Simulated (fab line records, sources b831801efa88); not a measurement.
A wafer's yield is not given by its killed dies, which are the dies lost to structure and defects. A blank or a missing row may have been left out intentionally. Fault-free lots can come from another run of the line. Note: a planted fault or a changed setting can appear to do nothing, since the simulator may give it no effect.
fab line records | flow sky130
[record] lots = 6 wafers = 18 last_day = 50
route steps=708 shown VIA1@460 PAD_OPEN@708
lots with no fault: from the same line, run without faults
start_h: hours from the record's first day to the start of the lot's first wafer shown | wait_h: hours since the lot's step before | " as in the row above | L1.1+2: several wafers, shown together as one row | - no value, or no start was given | * or withheld: withheld | < > ~ a bound
route shown NAME@n: names a module that has steps shown in the file, with the first one's number in the route | usual: average and standard deviation across the fault-free wafers | same: alike in all rows | chamber/n: place in a boat | sites: the reading at each site | _std_site: the standard deviation of these | _edge_site: outer sites' mean less inner sites' | radius_mm: for every site, how far away it sits from the centre of the wafer | mask NAME#n: copy n | behind: the last tool/chamber to shape the wafer | hold: why the lot was held/for how many hours/how that ended | device: names the non-switching transistor (n, p or np) | end of line: the tests these same wafers got at the end of their route | for a step that has no rows: nothing shown but its recipe | killed: not the wafer's yield, but the dies lost to structure and defects at the first sort | map: dies across one wafer; x = killed, . = not, _ = none there
set.NAME: the run value of the setting; set.NAME@STEP: its run value at that earlier step | model.NAME: the simulator's own value behind a step, which no gauge read
certain route steps with their lots: each step a table, each wafer a row
services: from which hour (start_h, from the record's first day; less than 0 if before it) a tool's chamber was out of use, for how many hours, and why
[[steps]]
[step SKY_VIA1_CMP_02]
[recipe] material = SiO2 down_force_psi = 4 platen_rpm = 60 pad_velocity_m_s = 0.94248
[usual] motor_current_A = 12.0/1 slurry_flow_ml_min = 149.9/0.45
// columns lot.wafer tool chamber start_h wait_h motor_current_A slurry_flow_ml_min
L133.4 cmp-02 1 806.79 0.1 10.9 149.7
L133.5 " 0 " " 13.3 149.1
L133.6 " 1 " " 9.6 150.0
L144.2 cmp-01 2 892.21 0.1 12.3 150.1
L144.6 " 1 " " 12.7 149.9
L144.5 " 2 " " 12.4 149.3
L145.4 cmp-02 0 902.16 0.0 13.1 149.8
L145.3 " 1 " " 10.4 150.0
L145.2 " 2 " " 11.0 149.8
L147.3 cmp-01 3 907.69 0.0 11.4 150.6
L147.6 " 3 " " 11.6 150.1
L147.5 " 0 " " 12.0 150.6
L149.1 cmp-02 3 924.81 0.1 13.1 148.8
L149.2 " 1 " " 10.3 150.0
L149.6 " 3 " " 13.9 149.2
L151.2 cmp-01 2 952.34 0.1 11.8 150.1
L151.6 " 0 " " 11.7 150.3
L151.5 " 1 " " 13.0 149.4
[step SKY_VIA1_BOW_MEAS_03]
[recipe] mode = bow
[usual] VIA1_BOW = 79/7
// columns lot.wafer tool chamber start_h wait_h VIA1_BOW[um]
L133.4 film_metro-04 - 807.10 0.3 79
L133.5 " - " " 68
L133.6 " - " " 71
L144.2 film_metro-01 - 892.48 0.2 74
L144.5 " - " " 73
L144.6 " - " " 79
L145.2 film_metro-02 - 902.48 0.2 78
L145.3 " - " " 82
L145.4 " - " " 85
L147.3 film_metro-04 - 908.03 0.3 76
L147.5 " - " " 77
L147.6 " - " " 68
L149.1 film_metro-01 - 925.11 0.2 83
L149.2 " - " " 94
L149.6 " - " " 75
L151.2 film_metro-02 - 952.56 0.2 70
L151.5 " - " " 73
L151.6 " - " " 79
[step SKY_VIA1_DEHYDRATE_04]
[recipe] temp_c = 200 time_s = 60
[step SKY_VIA1_HMDS_05]
[recipe] prime_time_s = 60 prime_temp_c = 120
[step SKY_VIA1_COAT_06]
[recipe] resist = BARC temp_c = withheld time_s = withheld spin_rpm = 3000 resist_thk_nm = 60
[step SKY_VIA1_COAT_07]
[recipe] resist = KrF-thick spin_rpm = 3000 resist_thk_nm = 450
[step SKY_VIA1_SOFTBAKE_08]
[recipe] temp_c = 100 time_s = 90 resist = KrF-thick
[step SKY_VIA1_EXPOSE_09]
[recipe] mask_id = VIM na = 0.8 source_shape = annular sigma_inner = 0.55 sigma_outer = 0.85 target_cd_nm = 150 dose_mj = 38
[step SKY_VIA1_PEB_10]
[recipe] peb_temp_c = withheld peb_time_s = withheld resist = KrF-thick
[step SKY_VIA1_DEVELOP_11]
[recipe] develop_time_s = 60 resist = KrF-thick dev_temp_c = 21
[step SKY_VIA1_CD_MEAS_12]
[recipe] target_cd_nm = 150
[usual] cd_nm = 150.0/1.8
// columns lot.wafer tool chamber start_h wait_h cd_nm
L133.4 cd_sem-01 - 833.18 - 150.7
L133.5 " - " " 149.4
L133.6 " - " " 152.5
L144.2 cd_sem-01 - 916.81 - 149.9
L144.5 " - " " 149.5
L144.6 " - " " 149.4
L145.2 cd_sem-01 - 927.81 - 149.4
L145.3 " - " " 148.9
L145.4 " - " " 151.5
L147.3 cd_sem-02 - 933.81 - 148.4
L147.5 " - " " 147.1
L147.6 " - " " 146.9
L149.1 cd_sem-02 - 949.87 - 150.6
L149.2 " - " " 148.3
L149.6 " - " " 149.5
L151.2 cd_sem-02 - 976.04 - 151.0
L151.5 " - " " 151.1
L151.6 " - " " 151.5
[step SKY_VIA1_OVL_MEAS_13]
[usual] VIA1_OVL = -3/5.7
// columns lot.wafer tool chamber start_h wait_h VIA1_OVL[nm]
L133.4 overlay-02 - 833.26 0.1 5
L133.5 " - " " 2
L133.6 " - " " 5
L144.2 overlay-01 - 916.91 0.1 -4
L144.5 " - " " -1
L144.6 " - " " -6
L145.2 overlay-01 - 927.91 0.1 1
L145.3 " - " " 7
L145.4 " - " " 5
L147.3 overlay-01 - 933.90 0.1 -8
L147.5 " - " " -3
L147.6 " - " " -11
L149.1 overlay-01 - 949.99 0.1 4
L149.2 " - " " 5
L149.6 " - " " 3
L151.2 overlay-01 - 976.15 0.1 2
L151.5 " - " " -8
L151.6 " - " " -4
[step SKY_VIA1_ETCH_14]
[recipe] chemistry = N2/H2 target = BARC ion_energy_ev = 200 source_w = 500 bias_w = 100 pressure_mtorr = 30 n2_flow_sccm = 100 h2_flow_sccm = 200 stop_on = SiO2 time_s = 45.9 target_depth_a = 600
[usual] drypump_motor_current_A = 5.8/0.35 oes_product_au = 0.855/0.0052 rf_fwd_power_W = 495.2/2.1 throttle_valve_pct = 13.224/0.0091
// columns lot.wafer tool chamber start_h wait_h drypump_motor_current_A oes_product_au rf_fwd_power_W rf_hours_counter_h throttle_valve_pct model.KrF-thick_of_VIA1_COAT_07.thk_nm
L133.4 rie_diel-04 3 833.27 0.0 6.0 0.844 496.2 13 13.214 392.3
L133.5 " 1 " " 5.5 0.855 495.0 - 13.221 394.1
L133.6 " 0 " " 5.7 0.857 496.6 - 13.243 390.8
L144.2 rie_diel-04 1 916.94 0.0 5.5 0.857 496.2 17 13.217 393.5
L144.5 " 2 " " 5.8 0.853 496.5 - 13.218 391.6
L144.6 " 3 " " 5.9 0.854 495.4 - 13.224 393.7
L145.2 rie_diel-04 1 927.94 0.0 5.5 0.853 496.9 17 13.225 393.4
L145.3 " 2 " " 5.8 0.858 492.9 14 13.222 392.4
L145.4 " 0 " " 5.7 0.855 497.7 10 13.226 399.5
L147.3 rie_diel-04 0 933.93 0.0 5.7 0.852 497.9 10 13.228 398.9
L147.5 " 0 " " 5.7 0.861 497.1 - 13.239 401.1
L147.6 " 1 " " 5.6 0.847 496.5 - 13.223 394.9
L149.1 rie_diel-02 0 950.03 0.0 6.3 0.854 496.8 14 13.227 391.7
L149.2 " 1 " " 4.8 0.849 494.7 7 13.227 392.9
L149.6 " 3 " " 5.9 0.857 495.7 - 13.219 392.4
L151.2 rie_diel-01 0 976.18 0.0 6.2 0.860 491.1 29 13.224 394.9
L151.5 " 3 " " 6.0 0.856 495.7 - 13.239 396.8
L151.6 " 2 " " 5.7 0.862 495.1 - 13.220 395.3
[step SKY_VIA1_ETCH_15]
[recipe] target = SiO2 chemistry = C4F8/O2/Ar target_depth_nm = 351 stop_on = TiN mask_material = KrF-thick source_w = 1500 bias_w = 1200 pressure_mtorr = 40 c4f8_flow_sccm = withheld O2_flow_sccm = 6 Ar_flow_sccm = 300 time_s = 54
[usual] oes_product_au = 0.981/0.0065 rf_fwd_power_W = 1487/6.1
// columns lot.wafer tool chamber start_h wait_h oes_product_au rf_fwd_power_W rf_hours_counter_h model.KrF-thick_of_VIA1_COAT_07.thk_nm
L133.4 rie_diel-04 3 833.32 0.0 0.983 1488 13 322.5
L133.5 " 1 " " 0.972 1488 - 326.2
L133.6 " 0 " " 0.994 1495 - 320.3
L144.2 rie_diel-04 1 916.98 0.0 0.975 1486 17 324.6
L144.5 " 2 " " 0.979 1485 - 319.8
L144.6 " 3 " " 0.986 1491 - 322.8
L145.2 rie_diel-04 1 927.98 0.0 0.973 1494 17 324.3
L145.3 " 2 " " 0.988 1481 14 320.9
L145.4 " 0 " " 0.982 1489 10 328.8
L147.3 rie_diel-04 0 933.97 0.0 0.982 1495 10 328.6
L147.5 " 0 " " 0.994 1490 - 330.9
L147.6 " 1 " " 0.980 1486 - 325.1
L149.1 rie_diel-02 0 950.07 0.0 0.978 1495 14 322.7
L149.2 " 1 " " 0.982 1484 7 324.6
L149.6 " 3 " " 0.986 1493 - 322.4
L151.2 rie_diel-01 0 976.22 0.0 0.980 1480 29 325.7
L151.5 " 3 " " 0.967 1485 - 327.9
L151.6 " 2 " " 0.981 1488 - 324.8
[step SKY_VIA1_STRIP_16]
[recipe] chemistry = O2/N2 power_w = 1400 pressure_mtorr = 1500 platen_temp_c = withheld o2_flow_sccm = 3000 n2_flow_sccm = 300 overash_fraction = 0.5
[usual] drypump_motor_current_A = 5.9/0.38 oes_product_au = 0.415/0.005 strip_time_to_endpoint_s = 4.463/0.02
// columns lot.wafer tool chamber start_h wait_h drypump_motor_current_A oes_product_au rf_hours_counter_h strip_time_to_endpoint_s
L133.4 plasma_asher-04 1 833.40 0.1 6.1 0.406 - 4.449
L133.5 " 0 " " 6.0 0.414 - 4.511
L133.6 " 1 " " 6.1 0.416 - 4.431
L144.2 plasma_asher-03 1 917.03 0.0 6.1 0.413 17 4.481
L144.5 " 1 " " 6.1 0.411 - 4.432
L144.6 " 0 " " 5.4 0.414 - 4.448
L145.2 plasma_asher-03 1 928.03 0.0 6.2 0.407 18 4.479
L145.3 " 0 " " 5.4 0.419 - 4.443
L145.4 " 1 " " 6.1 0.424 - 4.547
L147.3 plasma_asher-03 0 934.05 0.1 5.4 0.417 - 4.517
L147.5 " 1 " " 6.1 0.421 - 4.546
L147.6 " 0 " " 5.4 0.418 - 4.482
L149.1 plasma_asher-04 1 950.11 0.0 6.2 0.411 43 4.464
L149.2 " 0 " " 6.0 0.415 43 4.470
L149.6 " 0 " " 6.0 0.415 - 4.465
L151.2 plasma_asher-03 1 976.26 0.0 6.1 0.425 21 4.480
L151.5 " 1 " " 6.1 0.418 - 4.521
L151.6 " 0 " " 5.4 0.419 - 4.488
[step SKY_VIA1_STRIP_17]
[recipe] chemistry = post_etch_residue_remover time_s = 1200 temp_c = 72.5
[step SKY_PAD_OPEN_PROBE_99]
[usual] defect_limited_yield = 82.5/1.8 killed_at_M0_to_M3 = 43/6.5 killed_at_M4_up = 3/1.7 killed_at_contacts = 25/5.1 killed_at_front_end = 15/3.8 killed_at_other = 0.2/0.45 killed_dies = 86/8.8 killed_open = 47/6.7 killed_short = 39/6 sort_bin_3_pad_short = 0.9/0.46 sort_bin_5_function = 10.2/1.4 sort_bin_6_memory = 6.4/1 sort_n_pass = 406/8.8 sort_yield_pct = 82.5/1.8
[same] gross_dies = 492 killed_at_back_side = 0 sort_bin_4_leakage[%] = 0 sort_bin_8_speed[%] = 0
// columns lot.wafer tool chamber start_h wait_h defect_limited_yield[%] killed_at_M0_to_M3 killed_at_M4_up killed_at_contacts killed_at_front_end killed_at_other killed_dies killed_open killed_short sort_bin_3_pad_short[%] sort_bin_5_function[%] sort_bin_6_memory[%] sort_n_pass sort_yield_pct[%]
L149.1 prober-01 - 1191.07 0.1 80.5 46 5 28 17 0 96 58 38 0.6 12.0 6.9 396 80.5
L149.2 prober-01 - 1191.12 0.1 83.1 35 5 32 11 0 83 44 39 1.4 10.8 4.7 409 83.1
L149.6 prober-01 - 1191.32 0.2 83.1 40 1 28 14 0 83 47 36 0.6 9.1 7.1 409 83.1
// killed by level:class
L149.1 CONTACT:geometric_particle:open=12 VIA3:geometric_particle:open=9 LI_CONTACT:geometric_particle:open=8 VIA2:geometric_particle:open=8 FIELD_ISO:geometric_particle:open=7 METAL1:geometric_particle:short=7 METAL2:geometric_particle:short=6 POLY_GATE:geometric_particle:open=5
L149.2 CONTACT:geometric_particle:open=11 VIA1:geometric_particle:open=11 LI_CONTACT:geometric_particle:open=8 VIA2:geometric_particle:open=6 LI_CONTACT:geometric_particle:short=5 METAL4:geometric_particle:short=5 FIELD_ISO:geometric_particle:short=4 CONTACT:geometric_particle:short=4
L149.6 LI_CONTACT:geometric_particle:open=11 METAL1:geometric_particle:short=8 CONTACT:geometric_particle:short=7 VIA1:geometric_particle:open=7 VIA2:geometric_particle:open=6 POLY_GATE:geometric_particle:open=5 CONTACT:geometric_particle:open=5 METAL2:geometric_particle:short=4
[[services]]
// columns tool chamber start_h hours kind
cmp-01 - 787.75 11.1 pm
plasma_asher-03 - 789.10 14.6 pm
plasma_asher-04 - 792.19 1.6 repair
cmp-02 - 798.86 5.2 pm
rie_diel-02 1 809.36 8.5 repair
rie_diel-02 2 826.58 3.4 repair
rie_diel-02 - 835.49 14.6 pm
plasma_asher-03 - 845.49 1.2 repair
cmp-02 - 868.03 1.3 repair
cmp-01 - 869.91 0.9 repair
rie_diel-04 0 892.00 4.3 repair
plasma_asher-04 - 900.55 1.9 repair
rie_diel-01 0 911.41 9.7 repair
cmp-02 - 912.00 4.0 pm
cmp-02 - 916.00 - consumable_replace:conditioner
cmp-02 - 916.00 - consumable_replace:pad
cmp-02 - 919.46 5.2 repair
rie_diel-04 3 941.83 12.8 repair
plasma_asher-03 - 951.72 15.6 pm
rie_diel-04 1 968.16 2.2 repair
[[key]]
[first_sign] step = SKY_VIA1_STRIP_16 reading = strip_time_to_endpoint_s direction = up sigmas = 3.7 usual = * struck = *
effect none on later readings
[model_effect] step = SKY_VIA1_ETCH_14 value = KrF-thick_of_VIA1_COAT_07.thk_nm without = 393.9 struck = 399.8
[model_effect] step = SKY_VIA1_ETCH_15 value = KrF-thick_of_VIA1_COAT_07.thk_nm without = 323.5 struck = 329.4
met_at SKY_VIA1_ETCH_14
struck_wafers L145.4,L147.3,L147.5
onset_between 833.27 927.94
[fault] kind = process_parameter_drift tool = rie_diel-04 chamber = 0 onset_h = 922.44 steps = SKY_VIA1_ETCH_14 channel = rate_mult offset = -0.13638 shape = step end_h = 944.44
